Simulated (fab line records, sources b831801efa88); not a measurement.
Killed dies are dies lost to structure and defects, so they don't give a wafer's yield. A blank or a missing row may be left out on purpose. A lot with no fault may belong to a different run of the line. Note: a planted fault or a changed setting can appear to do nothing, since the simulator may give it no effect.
What tool caused it? -- flow sfqLine -- 7 lots with 21 wafers sampled at 2 steps, on a route of 325 steps

== WHAT EACH GAUGE READ, for each wafer ==
SFQ_I5_OVL_MEAS_936.
lot,measured,on,I5_OVL (nm)
L711,day 66 10:26,overlay-02,-2 4 -2
L714,day 66 15:14,overlay-02,-1 0 -4
L716,day 66 20:02,overlay-01,2 7 -3
L718,day 67 02:02,overlay-02,-7 -1 -2
L722,day 67 14:02,overlay-02,3 -4 -3
L729,day 68 23:46,overlay-02,6 3 -7
L731,day 69 04:34,overlay-01,-1 2 -1

== WHICH TOOL RAN EACH LOT (tool, then ch and the chambers of the sampled wafers, then the start) ==
lot,SFQ_TRILAYER_M2_DEP_SPUTTER_055
L711,"pvdSputter-03, day 23 23:53"
L714,"pvdSputter-05, day 25 10:13"
L716,"pvdSputter-05, day 25 23:25"
L718,"pvdSputter-05, day 26 07:13"
L722,"pvdSputter-03, day 27 17:22"
L729,"pvdSputter-04, day 30 22:16"
L731,"pvdSputter-03, day 31 09:11"
- SFQ_TRILAYER_M2_DEP_SPUTTER_055: material Nb, target thk 200 nm, time 133.3 s.

== THE ANSWER, worked out from the rows above alone ==
Rule: what is usual is taken from the lots themselves. The widest of any qualifying gaps counts: lots, ordered by their means at a reading, are off when they make up no more than a third of the lots, leave a main group of 4 or more, and stand apart from it by 3 or more times the standard deviation of that group's means. A main group is skipped when, at the precision printed for the reading in the tables above, its means are all equal. A lot without any number at a reading at which 4 lots or more have one is off too. Where the step has rows for the other lots, those lots are counted as sound.
None of the lots is off at any reading shown; this tells nothing.

== WHAT THE SIMULATOR PUT IN ==
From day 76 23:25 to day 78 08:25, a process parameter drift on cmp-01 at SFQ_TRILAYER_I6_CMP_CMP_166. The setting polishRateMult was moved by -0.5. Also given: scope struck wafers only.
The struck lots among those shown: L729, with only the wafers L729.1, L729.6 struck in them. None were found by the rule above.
